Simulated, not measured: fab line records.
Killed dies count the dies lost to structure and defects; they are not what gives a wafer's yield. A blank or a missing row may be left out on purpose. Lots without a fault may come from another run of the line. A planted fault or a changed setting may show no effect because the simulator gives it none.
A single fault, viewed from 2 desks -- flow sky130 -- every desk sees just its own numbers, and what lay behind them comes last

== FOR THE TOOL OWNER'S DESK: rie-si-01 ==
The tool's own readings at SKY_FIELD_ISO_ETCH_17 (etches Si in HBr/Cl2/O2, target depth 342 nm, time 97.7 s): means of the sampled wafers that have a number, for each lot that ran on this tool. Marked OUT: a lot whose mean sits more than 4 standard deviations from the usual mean, which makes it out of limits; the brackets give that distance.
Columns: A = drypump-motor-current-A at SKY_FIELD_ISO_ETCH_17, usual 5.8 A; B = oes-product-au at SKY_FIELD_ISO_ETCH_17, usual 1.002 a.u.; C = run-length-s at SKY_FIELD_ISO_ETCH_17, usual 126.1 s; D = throttle-valve-pct at SKY_FIELD_ISO_ETCH_17, usual 25.656 %
lot,first seen here,A,B,C,D
L923,day 2 07:32,5.8,1.005,125.7,25.648
L936,day 5 02:28,5.9,1.014,130.3 (+6.3) OUT,25.650
L939,day 5 15:28,6.0,0.997,132.2 (+9.2) OUT,25.657
L941,day 6 02:14,5.8,1.002,132.3 (+9.3) OUT,25.639
This desk's finding: out of limits on L936, L939, L941; first on L936, day 5 02:28 (run-length-s at SKY_FIELD_ISO_ETCH_17). L923: within limits.

== THE METROLOGY DESK ==
Means of the sampled wafers that have a number, per lot and without regard to the tool the lot ran on: this is what the gauges read. Marked OUT: a lot whose mean sits more than 4 standard deviations from the usual mean, which makes it out of limits; the brackets give that distance.
Columns: A = cd-nm at SKY_FIELD_ISO_CD_MEAS_13, usual 149.8 nm
lot,first seen here,A
L923,day 2 07:13,150.6
L931,day 3 22:59,149.2
L936,day 5 02:08,149.1
L939,day 5 15:10,148.2
L941,day 6 01:56,149.8
L943,day 6 12:30,148.2
L944,day 6 19:58,149.1
Finding of this desk: none of the 7 lots has anything out of limits.

== ALL TOGETHER ==
An alarm could have come from the tool owner's desk at day 5 02:28, on L936, L939, L941.
Nothing out of limits was seen by the metrology desk.
The metrology desk has L936, L939, L941 on record, within its limits.
On rie-si-01, each named lot ran SKY_FIELD_ISO_ETCH_17.

== WHAT THE SIMULATOR PUT IN ==
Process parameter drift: rie-si-01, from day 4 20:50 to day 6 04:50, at SKY_FIELD_ISO_ETCH_17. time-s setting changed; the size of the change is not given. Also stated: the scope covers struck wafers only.
Shown lots that were struck: L936, L939, L941.
How many hours passed from the start of the fault until each desk's first out-of-limits reading: the tool owner's desk, 6.
